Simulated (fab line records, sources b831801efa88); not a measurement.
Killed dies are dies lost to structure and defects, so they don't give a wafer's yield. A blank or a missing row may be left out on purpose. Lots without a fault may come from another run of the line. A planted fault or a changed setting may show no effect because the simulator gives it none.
Which tool did it? | flow sfq_line | 7 lots, 21 wafers sampled, at 5 steps of a route of 325

WHAT THE GAUGES READ, wafer by wafer
SFQ_M8_BOW_MEAS_951.
lot  | measured     | on            | M8_BOW (um)
L116 | day 76 00:50 | film_metro-03 | 20 1 19
L118 | day 76 18:35 | film_metro-03 | 11 9 14
L120 | day 77 17:56 | film_metro-02 | 12 17 4
L129 | day 85 20:45 | film_metro-01 | 9 5 17
L131 | day 87 15:08 | film_metro-02 | -6 1 -12
L135 | day 90 13:21 | film_metro-03 | 24 15 27
L137 | day 90 21:45 | film_metro-03 | -5 1 9

WHICH TOOL RAN EACH LOT (tool, then ch and the chambers of the sampled wafers, then the start)
lot  | SFQ_TRILAYER_M0_BARC_OPEN_METAL_ETCH_031 | SFQ_TRILAYER_I6_DEP_PECVD_165   | SFQ_TRILAYER_I6_CMP_CMP_166   | SFQ_TRILAYER_I6_VIA_BARC_OPEN_VIA_ETCH_235
L116 | rie_metal-03 ch 0,1, day 9 08:58         | pecvd-02 ch 0,2, day 70 17:24   | cmp-02 ch 0,1,2, day 70 17:29 | rie_diel-04 ch 0,3, day 74 18:32
L118 | rie_metal-03 ch 0,1, day 9 13:44         | pecvd-04 ch 0,2, day 71 00:10   | cmp-01 ch 2,3, day 71 00:15   | rie_diel-04 ch 0,1,2, day 75 01:44
L120 | rie_metal-02 ch 0, day 10 01:17          | pecvd-02 ch 0,1, day 71 07:32   | cmp-01 ch 2,3, day 71 07:37   | rie_diel-03 ch 0,1,3, day 75 07:44
L129 | rie_metal-03 ch 0,1, day 12 05:20        | pecvd-02 ch 0,1, day 76 00:23   | cmp-01 ch 2,3, day 76 00:28   | rie_diel-02 ch 0,1,3, day 76 21:51
L131 | rie_metal-02 ch 0,1, day 12 20:47        | pecvd-03 ch 0,1,2, day 76 18:20 | cmp-02 ch 2,3, day 76 18:52   | rie_diel-02 ch 0,2,3, day 80 02:54
L135 | rie_metal-04 ch 0,1, day 18 23:19        | pecvd-03 ch 0,1, day 77 08:41   | cmp-01 ch 0,1, day 77 13:22   | rie_diel-03 ch 0,2,3, day 80 17:18
L137 | rie_metal-03 ch 0,1, day 19 14:55        | pecvd-04 ch 0,1,2, day 77 15:37 | cmp-02 ch 1,2,3, day 77 20:43 | rie_diel-04 ch 0,2, day 81 01:14
- SFQ_TRILAYER_M0_BARC_OPEN_METAL_ETCH_031: etches BARC in O2, target depth 125 nm, time 41.7 s.
- SFQ_TRILAYER_I6_DEP_PECVD_165: deposits SiO2 from SiH4/N2O, time 111.11 s, target thk 500 nm.
- SFQ_TRILAYER_I6_CMP_CMP_166: polishes SiO2.
- SFQ_TRILAYER_I6_VIA_BARC_OPEN_VIA_ETCH_235: etches BARC in O2, target depth 125 nm, time 41.7 s.

THE ANSWER, worked out from the rows above alone
Rule: what is usual is taken from the lots themselves. Put in order of their means at a reading, lots are off if they are a third of the lots or fewer, leave a main group of 4 or more, and stand apart from it by a gap of 3 or more times the standard deviation of the main group's means; of several such gaps the widest counts. A main group whose means are all the same, to the digits that the tables above print for the reading, isn't used. A lot without any number at a reading at which 4 lots or more have one is off too. The other lots that the step has rows for count as sound.
No lot is off at any reading shown: from this, nothing can be told.

WHAT THE SIMULATOR HAD PUT IN
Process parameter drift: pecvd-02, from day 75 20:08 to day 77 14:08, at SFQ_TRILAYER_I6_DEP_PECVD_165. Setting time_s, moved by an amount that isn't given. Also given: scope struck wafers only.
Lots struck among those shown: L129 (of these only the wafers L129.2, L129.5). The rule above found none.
